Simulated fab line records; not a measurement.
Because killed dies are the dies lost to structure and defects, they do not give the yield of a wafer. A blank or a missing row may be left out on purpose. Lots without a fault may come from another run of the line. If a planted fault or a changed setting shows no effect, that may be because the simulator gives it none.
fab line records	flow sky130	part 1 of 2: steps 1 to 35 of 47
record lots=5	wafers=15	lastDay=49
route steps=708 shown LDD_N@247 LDD_P@255 LDD_HVN@267 LDD_HVP@278 LDD_LDN@289
lots that met no fault: taken from a fault-free run of the same line
startH: hours from the record's opening day to when the first of the lot's shown wafers began	waitH: hours since the lot's step before	" unchanged from the row above	L1.1+2: several wafers, shown together as one row	- no value present, or no start provided	* or withheld: withheld	< > ~ a bound
route shown NAME@n: names a module that has steps shown in the file, with the first one's number in the route	usual: mean and standard deviation over wafers with no fault	same: alike in all rows	chamber/n: place in a boat	sites: readings site by site	_std_site: how widely they spread, as a standard deviation	_edge_site: outer sites' mean less inner sites'	radiusMm: how far each site lies from the wafer's centre	mask NAME#n: copy n	behind: tool/chamber where the wafer was last shaped	hold: the reason the lot was held/the length of the hold in hours/how it ended	device: transistor that didn't switch, given as n, p or np	end of line: at the end of the route, the tests of the same wafers	where a step has no rows: the recipe by itself	killed: not the wafer's yield, but the dies lost to structure and defects at the first sort	map: shows each die of a wafer: x if killed, . if not, _ if none is there
set.NAME: the setting as run; set.NAME@STEP: as run at that earlier step	model.NAME: the simulator's own value behind a step, which no gauge read
lots at selected steps of the route; one table per step, one row per wafer
services: the hour from which a tool's chamber was out of use, counted from the record's first day as startH (under 0 if before that day), plus the number of hours and why
## steps
# step SKY_LDD_N_IMPLANT_10
# recipe species=As	energyKev=20	doseCm2=7.5e+13	tiltDeg=withheld	rotationDeg=203
lot.wafer	tool	chamber	startH	waitH
L074.2+3+4	implanter-02	0	395.94	0.1
L077.4+5+6	implanter-01	0	426.71	0.1
L083.3+4+5	implanter-02	0	477.43	0.1
L091.1+2+4	implanter-03	0	572.51	0.1
L094.2+3+4	implanter-03	0	578.19	0.1
# step SKY_LDD_N_IMPLANT_11
# recipe species=As	energyKev=20	doseCm2=7.5e+13	tiltDeg=withheld	rotationDeg=293
lot.wafer	tool	chamber	startH	waitH
L074.2+3+4	implanter-02	0	396.09	0.1
L077.4+5+6	implanter-01	0	426.86	0.1
L083.3+4+5	implanter-02	0	477.58	0.1
L091.1+2+4	implanter-03	0	572.66	0.1
L094.2+3+4	implanter-03	0	578.34	0.1
# step SKY_LDD_N_IMPLANT_12
# recipe species=BF2	energyKev=50	doseCm2=5e+12	tiltDeg=30	rotationDeg=0
lot.wafer	tool	chamber	startH	waitH
L074.2+3+4	implanter-02	0	396.24	0.1
L077.4+5+6	implanter-01	0	427.01	0.1
L083.3+4+5	implanter-02	0	477.73	0.1
L091.1+2+4	implanter-03	0	572.81	0.1
L094.2+3+4	implanter-03	0	578.49	0.1
# step SKY_LDD_N_IMPLANT_13
# recipe species=BF2	energyKev=50	doseCm2=5e+12	tiltDeg=30	rotationDeg=90
lot.wafer	tool	chamber	startH	waitH
L074.2+3+4	implanter-02	0	396.39	0.1
L077.4+5+6	implanter-01	0	427.16	0.1
L083.3+4+5	implanter-02	0	477.88	0.1
L091.1+2+4	implanter-03	0	572.96	0.1
L094.2+3+4	implanter-03	0	578.64	0.1
# step SKY_LDD_N_IMPLANT_14
# recipe species=BF2	energyKev=50	doseCm2=5e+12	tiltDeg=30	rotationDeg=180
lot.wafer	tool	chamber	startH	waitH
L074.2+3+4	implanter-02	0	396.54	0.1
L077.4+5+6	implanter-01	0	427.31	0.1
L083.3+4+5	implanter-02	0	478.03	0.1
L091.1+2+4	implanter-03	0	573.11	0.1
L094.2+3+4	implanter-03	0	578.79	0.1
# step SKY_LDD_N_IMPLANT_15
# recipe species=BF2	energyKev=50	doseCm2=5e+12	tiltDeg=30	rotationDeg=270
lot.wafer	tool	chamber	startH	waitH
L074.2+3+4	implanter-02	0	396.69	0.1
L077.4+5+6	implanter-01	0	427.46	0.1
L083.3+4+5	implanter-02	0	478.18	0.1
L091.1+2+4	implanter-03	0	573.26	0.1
L094.2+3+4	implanter-03	0	578.94	0.1
# step SKY_LDD_N_STRIP_16
# recipe chemistry=O2/N2	powerW=1400	pressureMtorr=1500	platenTempC=withheld	o2FlowSccm=3000	n2FlowSccm=300	overashFraction=0.5
# usual drypumpMotorCurrentA=5.7/0.31	oesProductAu=0.406/0.0048	stripTimeToEndpointS=4.314/0.017
# same overashFraction=0.5
lot.wafer	tool	chamber	startH	waitH	drypumpMotorCurrentA	oesProductAu	rfHoursCounterH	stripTimeToEndpointS
L074.2	plasmaAsher-03	1	396.81	0.1	5.9	0.399	72	4.323
L074.3	"	1	"	"	5.9	0.409	-	4.318
L074.4	"	0	"	"	5.2	0.404	-	4.331
L077.4	plasmaAsher-04	1	427.57	0.1	5.7	0.402	-	4.321
L077.5	"	1	"	"	5.7	0.403	-	4.314
L077.6	"	0	"	"	6.1	0.415	-	4.299
L083.3	plasmaAsher-02	1	478.32	0.1	5.7	0.407	-	4.331
L083.4	"	0	"	"	5.4	0.407	-	4.329
L083.5	"	0	"	"	5.4	0.403	-	4.336
L091.1	plasmaAsher-02	0	573.41	0.1	5.4	0.412	77	4.314
L091.2	"	1	"	"	5.7	0.409	77	4.304
L091.4	"	1	"	"	5.7	0.399	-	4.327
L094.2	plasmaAsher-04	0	579.06	0.1	6.2	0.416	43	4.309
L094.3	"	0	"	"	6.1	0.412	-	4.291
L094.4	"	1	"	"	5.7	0.404	-	4.298
# step SKY_LDD_N_TW_MEAS_17
# usual LDD_N_TW=2564/20
lot.wafer	tool	chamber	startH	waitH	LDD_N_TW
L074.2	filmMetro-04	-	396.92	0.1	2546
L074.3	"	-	"	"	2555
L074.4	"	-	"	"	2565
L077.4	filmMetro-03	-	427.66	0.1	2571
L077.5	"	-	"	"	2567
L077.6	"	-	"	"	2579
L083.3	filmMetro-03	-	478.40	0.1	2573
L083.4	"	-	"	"	2560
L083.5	"	-	"	"	2570
L091.1	filmMetro-01	-	573.51	0.1	2599
L091.2	"	-	"	"	2586
L091.4	"	-	"	"	2606
L094.2	filmMetro-04	-	579.17	0.1	2538
L094.3	"	-	"	"	2519
L094.4	"	-	"	"	2529
# step SKY_LDD_P_DEHYDRATE_00
# recipe tempC=200	timeS=60
lot.wafer	tool	chamber	startH	waitH
L074.2+3+4	lithoTrack-03	0	411.59	14.7
L077.4+5+6	lithoTrack-02	0	443.40	15.7
L083.3+4+5	lithoTrack-02	0	492.43	14.0
L091.1+2+4	lithoTrack-03	0	586.61	13.1
L094.2+3+4	lithoTrack-04	0	592.55	13.4
# step SKY_LDD_P_HMDS_01
# recipe primeTimeS=60	primeTempC=120
lot.wafer	tool	chamber	startH	waitH
L074.2+3+4	lithoTrack-03	0	411.74	0.1
L077.4+5+6	lithoTrack-02	0	443.55	0.1
L083.3+4+5	lithoTrack-02	0	492.58	0.1
L091.1+2+4	lithoTrack-03	0	586.76	0.1
L094.2+3+4	lithoTrack-04	0	592.70	0.1
# step SKY_LDD_P_COAT_02
# recipe resist=NOVOLAK	spinRpm=3000	resistThkNm=1140
lot.wafer	tool	chamber	startH	waitH
L074.2+3+4	lithoTrack-03	0	411.89	0.1
L077.4+5+6	lithoTrack-02	0	443.70	0.1
L083.3+4+5	lithoTrack-02	0	492.73	0.1
L091.1+2+4	lithoTrack-03	0	586.91	0.1
L094.2+3+4	lithoTrack-04	0	592.85	0.1
# step SKY_LDD_P_SOFTBAKE_03
# recipe tempC=90	timeS=60	resist=NOVOLAK
lot.wafer	tool	chamber	startH	waitH
L074.2+3+4	lithoTrack-03	0	412.04	0.1
L077.4+5+6	lithoTrack-02	0	443.85	0.1
L083.3+4+5	lithoTrack-02	0	492.88	0.1
L091.1+2+4	lithoTrack-03	0	587.06	0.1
L094.2+3+4	lithoTrack-04	0	593.00	0.1
# step SKY_LDD_P_EXPOSE_04
# recipe maskId=PSDM	na=0.6	sourceShape=conventional	sigmaOuter=0.6	polarization=unpolarized	targetCdNm=380	doseMj=138
# usual focusOffsetNm=0.0/0.49	stageVelMmS=500.03/0.27
# same sigmaOuter=0.6
lot.wafer	tool	chamber	startH	waitH	mask	focusOffsetNm	stageVelMmS
L074.2	ilineStepper-01	0	-	-	PSDM#0	-0.1	500.01
L074.3	"	0	"	"	PSDM#0	-0.1	500.18
L074.4	"	0	"	"	PSDM#0	-0.5	500.04
L077.4	ilineStepper-02	0	-	-	PSDM#0	-0.1	500.42
L077.5	"	0	"	"	PSDM#0	0.6	500.39
L077.6	"	0	"	"	PSDM#0	0.4	500.06
L083.3	ilineStepper-01	0	-	-	PSDM#0	-0.6	500.10
L083.4	"	0	"	"	PSDM#0	0.0	499.66
L083.5	"	0	"	"	PSDM#0	-0.6	499.70
L091.1	ilineStepper-01	0	-	-	PSDM#0	0.3	499.69
L091.2	"	0	"	"	PSDM#0	0.3	499.50
L091.4	"	0	"	"	PSDM#0	-0.7	499.89
L094.2	ilineStepper-01	0	-	-	PSDM#0	0.0	499.60
L094.3	"	0	"	"	PSDM#0	1.0	499.60
L094.4	"	0	"	"	PSDM#0	0.6	499.39
# step SKY_LDD_P_PEB_05
# recipe tempC=withheld	timeS=*	resist=NOVOLAK
lot.wafer	tool	chamber	startH	waitH
L074.2+3+4	lithoTrack-04	0	-	-
L077.4+5+6	lithoTrack-04	0	-	-
L083.3+4+5	lithoTrack-02	0	-	-
L091.1+2+4	lithoTrack-02	0	-	-
L094.2+3+4	lithoTrack-03	0	-	-
# step SKY_LDD_P_DEVELOP_06
# recipe resist=NOVOLAK	developer=TMAH	developTimeS=60	devTempC=23
lot.wafer	tool	chamber	startH	waitH
L074.2+3+4	lithoTrack-04	0	426.75	0.1
L077.4+5+6	lithoTrack-04	0	459.15	0.1
L083.3+4+5	lithoTrack-02	0	508.38	0.1
L091.1+2+4	lithoTrack-02	0	601.78	0.1
L094.2+3+4	lithoTrack-03	0	607.79	0.1
# step SKY_LDD_P_CD_MEAS_07
# recipe targetCdNm=380
# usual cdNm=379.6/2.3
lot.wafer	tool	chamber	startH	waitH	cdNm
L074.2	cdSem-02	-	426.90	0.1	375.1
L074.3	"	-	"	"	377.4
L074.4	"	-	"	"	380.8
L077.4	cdSem-02	-	459.29	0.1	378.7
L077.5	"	-	"	"	378.7
L077.6	"	-	"	"	378.7
L083.3	cdSem-01	-	508.52	0.1	378.7
L083.4	"	-	"	"	379.7
L083.5	"	-	"	"	381.1
L091.1	cdSem-02	-	601.93	0.1	378.7
L091.2	"	-	"	"	379.9
L091.4	"	-	"	"	376.9
L094.2	cdSem-01	-	607.93	0.1	377.4
L094.3	"	-	"	"	377.9
L094.4	"	-	"	"	378.0
# step SKY_LDD_P_OVL_MEAS_08
# usual LDD_P_OVL=-0.5/1.1
lot.wafer	tool	chamber	startH	waitH	LDD_P_OVL[nm]
L074.2	overlay-02	-	427.00	0.1	-2.0
L074.3	"	-	"	"	-2.3
L074.4	"	-	"	"	-1.6
L077.4	overlay-02	-	459.37	0.1	-1.4
L077.5	"	-	"	"	-0.1
L077.6	"	-	"	"	0.0
L083.3	overlay-01	-	508.61	0.1	-1.5
L083.4	"	-	"	"	-1.2
L083.5	"	-	"	"	-1.7
L091.1	overlay-02	-	602.05	0.1	-1.4
L091.2	"	-	"	"	-2.3
L091.4	"	-	"	"	-2.3
L094.2	overlay-02	-	608.04	0.1	1.1
L094.3	"	-	"	"	-1.0
L094.4	"	-	"	"	0.5
# step SKY_LDD_P_IMPLANT_09
# recipe species=BF2	energyKev=25	doseCm2=1e+13	tiltDeg=withheld
lot.wafer	tool	chamber	startH	waitH
L074.2+3+4	implanter-03	0	427.06	0.0
L077.4+5+6	implanter-03	0	459.46	0.1
L083.3+4+5	implanter-03	0	508.69	0.1
L091.1+2+4	implanter-03	0	602.08	0.0
L094.2+3+4	implanter-01	0	608.09	0.0
# step SKY_LDD_P_STRIP_10
# recipe chemistry=O2/N2	powerW=1400	pressureMtorr=1500	platenTempC=withheld	o2FlowSccm=3000	n2FlowSccm=300	overashFraction=0.5
# usual drypumpMotorCurrentA=5.68/0.26	oesProductAu=0.716/0.0045	stripTimeToEndpointS=14.19/0.046
# same overashFraction=0.5
lot.wafer	tool	chamber	startH	waitH	drypumpMotorCurrentA	oesProductAu	rfHoursCounterH	stripTimeToEndpointS
L074.2	plasmaAsher-04	0	427.18	0.1	6.13	0.716	28	14.21
L074.3	"	0	"	"	6.11	0.710	-	14.25
L074.4	"	1	"	"	5.67	0.714	-	14.23
L077.4	plasmaAsher-01	1	459.57	0.1	5.45	0.711	-	14.17
L077.5	"	1	"	"	5.40	0.722	-	14.14
L077.6	"	0	"	"	5.54	0.717	-	14.11
L083.3	plasmaAsher-01	1	508.82	0.1	5.40	0.711	-	14.17
L083.4	"	0	"	"	5.53	0.714	-	14.21
L083.5	"	0	"	"	5.53	0.715	-	14.20
L091.1	plasmaAsher-01	0	602.23	0.1	5.53	0.711	89	14.26
L091.2	"	1	"	"	5.43	0.719	89	14.28
L091.4	"	1	"	"	5.42	0.705	-	14.26
L094.2	plasmaAsher-01	0	608.22	0.1	5.51	0.714	90	14.21
L094.3	"	1	"	"	5.39	0.714	-	14.25
L094.4	"	0	"	"	5.53	0.712	-	14.23
# step SKY_LDD_P_TW_MEAS_11
# usual LDD_P_TW=632/5.8
lot.wafer	tool	chamber	startH	waitH	LDD_P_TW
L074.2	filmMetro-02	-	427.29	0.1	635
L074.3	"	-	"	"	635
L074.4	"	-	"	"	637
L077.4	filmMetro-04	-	459.66	0.1	629
L077.5	"	-	"	"	632
L077.6	"	-	"	"	627
L083.3	filmMetro-04	-	508.91	0.1	626
L083.4	"	-	"	"	627
L083.5	"	-	"	"	627
L091.1	filmMetro-02	-	602.33	0.1	640
L091.2	"	-	"	"	638
L091.4	"	-	"	"	640
L094.2	filmMetro-01	-	608.33	0.1	629
L094.3	"	-	"	"	634
L094.4	"	-	"	"	625
# step SKY_LDD_HVN_DEHYDRATE_00
# recipe tempC=200	timeS=60
lot.wafer	tool	chamber	startH	waitH
L074.2+3+4	lithoTrack-02	0	442.15	14.9
L077.4+5+6	lithoTrack-03	0	474.49	14.8
L083.3+4+5	lithoTrack-02	0	522.88	14.0
L091.1+2+4	lithoTrack-03	0	616.06	13.7
L094.2+3+4	lithoTrack-03	0	621.84	13.5
# step SKY_LDD_HVN_HMDS_01
# recipe primeTimeS=60	primeTempC=120
lot.wafer	tool	chamber	startH	waitH
L074.2+3+4	lithoTrack-02	0	442.30	0.1
L077.4+5+6	lithoTrack-03	0	474.64	0.1
L083.3+4+5	lithoTrack-02	0	523.03	0.1
L091.1+2+4	lithoTrack-03	0	616.21	0.1
L094.2+3+4	lithoTrack-03	0	621.99	0.1
# step SKY_LDD_HVN_COAT_02
# recipe resist=NOVOLAK	spinRpm=3000	resistThkNm=300
lot.wafer	tool	chamber	startH	waitH
L074.2+3+4	lithoTrack-02	0	442.45	0.1
L077.4+5+6	lithoTrack-03	0	474.79	0.1
L083.3+4+5	lithoTrack-02	0	523.18	0.1
L091.1+2+4	lithoTrack-03	0	616.36	0.1
L094.2+3+4	lithoTrack-03	0	622.14	0.1
# step SKY_LDD_HVN_SOFTBAKE_03
# recipe tempC=90	timeS=60	resist=NOVOLAK
lot.wafer	tool	chamber	startH	waitH
L074.2+3+4	lithoTrack-02	0	442.60	0.1
L077.4+5+6	lithoTrack-03	0	474.94	0.1
L083.3+4+5	lithoTrack-02	0	523.33	0.1
L091.1+2+4	lithoTrack-03	0	616.51	0.1
L094.2+3+4	lithoTrack-03	0	622.29	0.1
# step SKY_LDD_HVN_EXPOSE_04
# recipe maskId=HVNTM	na=0.6	sourceShape=conventional	sigmaOuter=0.6	polarization=unpolarized	targetCdNm=700	doseMj=127
# usual focusOffsetNm=0.1/0.55	stageVelMmS=500.03/0.29
# same sigmaOuter=0.6
lot.wafer	tool	chamber	startH	waitH	mask	focusOffsetNm	stageVelMmS
L074.2	ilineStepper-02	0	-	-	HVNTM#0	0.8	499.92
L074.3	"	0	"	"	HVNTM#0	0.2	500.33
L074.4	"	0	"	"	HVNTM#0	0.0	500.36
L077.4	ilineStepper-01	0	-	-	HVNTM#0	0.2	500.03
L077.5	"	0	"	"	HVNTM#0	0.0	500.08
L077.6	"	0	"	"	HVNTM#0	0.5	500.32
L083.3	ilineStepper-02	0	-	-	HVNTM#0	-0.6	500.32
L083.4	"	0	"	"	HVNTM#0	0.2	500.52
L083.5	"	0	"	"	HVNTM#0	-0.7	500.11
L091.1	ilineStepper-01	0	-	-	HVNTM#0	-0.1	499.64
L091.2	"	0	"	"	HVNTM#0	-0.5	499.98
L091.4	"	0	"	"	HVNTM#0	-0.5	499.74
L094.2	ilineStepper-02	0	-	-	HVNTM#0	0.4	500.19
L094.3	"	0	"	"	HVNTM#0	-0.3	500.42
L094.4	"	0	"	"	HVNTM#0	1.3	500.22
# step SKY_LDD_HVN_PEB_05
# recipe tempC=withheld	timeS=*	resist=NOVOLAK
lot.wafer	tool	chamber	startH	waitH
L074.2+3+4	lithoTrack-02	0	-	-
L077.4+5+6	lithoTrack-02	0	-	-
L083.3+4+5	lithoTrack-03	0	-	-
L091.1+2+4	lithoTrack-01	0	-	-
L094.2+3+4	lithoTrack-02	0	-	-
# step SKY_LDD_HVN_DEVELOP_06
# recipe resist=NOVOLAK	developer=TMAH	developTimeS=60	devTempC=23
lot.wafer	tool	chamber	startH	waitH
L074.2+3+4	lithoTrack-02	0	458.15	0.1
L077.4+5+6	lithoTrack-02	0	489.85	0.1
L083.3+4+5	lithoTrack-03	0	538.81	0.1
L091.1+2+4	lithoTrack-01	0	631.30	0.1
L094.2+3+4	lithoTrack-02	0	637.55	0.1
# step SKY_LDD_HVN_OVL_MEAS_07
# usual LDD_HVN_OVL=-0.4/1.6
lot.wafer	tool	chamber	startH	waitH	LDD_HVN_OVL[nm]
L074.2	overlay-02	-	458.29	0.1	2.1
L074.3	"	-	"	"	0.1
L074.4	"	-	"	"	2.1
L077.4	overlay-01	-	489.95	0.1	-0.7
L077.5	"	-	"	"	-1.0
L077.6	"	-	"	"	-0.9
L083.3	overlay-01	-	538.92	0.1	1.7
L083.4	"	-	"	"	1.3
L083.5	"	-	"	"	0.7
L091.1	overlay-02	-	631.45	0.1	-0.4
L091.2	"	-	"	"	-2.1
L091.4	"	-	"	"	-0.5
L094.2	overlay-01	-	637.68	0.1	0.6
L094.3	"	-	"	"	0.6
L094.4	"	-	"	"	1.4
# step SKY_LDD_HVN_IMPLANT_08
# recipe species=P	energyKev=60	doseCm2=3e+13	tiltDeg=40
lot.wafer	tool	chamber	startH	waitH
L074.2+3+4	implanter-02	0	458.34	0.0
L077.4+5+6	implanter-04	0	490.04	0.1
L083.3+4+5	implanter-02	0	539.00	0.1
L091.1+2+4	implanter-02	0	631.48	0.0
L094.2+3+4	implanter-02	0	637.74	0.0
# step SKY_LDD_HVN_STRIP_09
# recipe chemistry=O2/N2	powerW=1400	pressureMtorr=1500	platenTempC=withheld	o2FlowSccm=3000	n2FlowSccm=300	overashFraction=0.5
# usual drypumpMotorCurrentA=5.52/0.21	oesProductAu=0.408/0.0044	stripTimeToEndpointS=4.139/0.017
# same overashFraction=0.5
lot.wafer	tool	chamber	startH	waitH	drypumpMotorCurrentA	oesProductAu	rfHoursCounterH	stripTimeToEndpointS
L074.2	plasmaAsher-01	0	458.47	0.1	5.56	0.400	75	4.135
L074.3	"	1	"	"	5.39	0.407	-	4.137
L074.4	"	0	"	"	5.53	0.406	-	4.127
L077.4	plasmaAsher-02	0	490.15	0.1	5.41	0.407	-	4.150
L077.5	"	0	"	"	5.37	0.412	-	4.162
L077.6	"	1	"	"	5.72	0.407	-	4.155
L083.3	plasmaAsher-03	1	539.13	0.1	5.94	0.405	-	4.139
L083.4	"	0	"	"	5.21	0.415	-	4.155
L083.5	"	0	"	"	5.19	0.410	-	4.156
L091.1	plasmaAsher-02	1	631.63	0.1	5.72	0.409	82	4.163
L091.2	"	0	"	"	5.34	0.402	82	4.171
L091.4	"	1	"	"	5.72	0.402	-	4.152
L094.2	plasmaAsher-02	0	637.86	0.1	5.37	0.410	83	4.159
L094.3	"	0	"	"	5.36	0.409	-	4.140
L094.4	"	1	"	"	5.72	0.402	-	4.161
# step SKY_LDD_HVN_TW_MEAS_10
# usual LDD_HVN_TW=1429/13
lot.wafer	tool	chamber	startH	waitH	LDD_HVN_TW
L074.2	filmMetro-03	-	458.58	0.1	1429
L074.3	"	-	"	"	1419
L074.4	"	-	"	"	1422
L077.4	filmMetro-02	-	490.25	0.1	1440
L077.5	"	-	"	"	1445
L077.6	"	-	"	"	1440
L083.3	filmMetro-03	-	539.22	0.1	1427
L083.4	"	-	"	"	1436
L083.5	"	-	"	"	1430
L091.1	filmMetro-03	-	631.73	0.1	1426
L091.2	"	-	"	"	1441
L091.4	"	-	"	"	1439
L094.2	filmMetro-02	-	637.97	0.1	1442
L094.3	"	-	"	"	1450
L094.4	"	-	"	"	1441
# step SKY_LDD_HVP_DEHYDRATE_00
# recipe tempC=200	timeS=60
lot.wafer	tool	chamber	startH	waitH
L074.2+3+4	lithoTrack-01	0	473.47	14.9
L077.4+5+6	lithoTrack-04	0	504.80	14.5
L083.3+4+5	lithoTrack-04	0	553.08	13.8
L091.1+2+4	lithoTrack-04	0	645.58	13.8
L094.2+3+4	lithoTrack-03	0	651.09	13.1
# step SKY_LDD_HVP_HMDS_01
# recipe primeTimeS=60	primeTempC=120
lot.wafer	tool	chamber	startH	waitH
L074.2+3+4	lithoTrack-01	0	473.62	0.1
L077.4+5+6	lithoTrack-04	0	504.95	0.1
L083.3+4+5	lithoTrack-04	0	553.23	0.1
L091.1+2+4	lithoTrack-04	0	645.73	0.1
L094.2+3+4	lithoTrack-03	0	651.24	0.1
# step SKY_LDD_HVP_COAT_02
# recipe resist=NOVOLAK	spinRpm=3000	resistThkNm=300
lot.wafer	tool	chamber	startH	waitH
L074.2+3+4	lithoTrack-01	0	473.77	0.1
L077.4+5+6	lithoTrack-04	0	505.10	0.1
L083.3+4+5	lithoTrack-04	0	553.38	0.1
L091.1+2+4	lithoTrack-04	0	645.88	0.1
L094.2+3+4	lithoTrack-03	0	651.39	0.1
# step SKY_LDD_HVP_SOFTBAKE_03
# recipe tempC=90	timeS=60	resist=NOVOLAK
lot.wafer	tool	chamber	startH	waitH
L074.2+3+4	lithoTrack-01	0	473.92	0.1
L077.4+5+6	lithoTrack-04	0	505.25	0.1
L083.3+4+5	lithoTrack-04	0	553.53	0.1
L091.1+2+4	lithoTrack-04	0	646.03	0.1
L094.2+3+4	lithoTrack-03	0	651.54	0.1
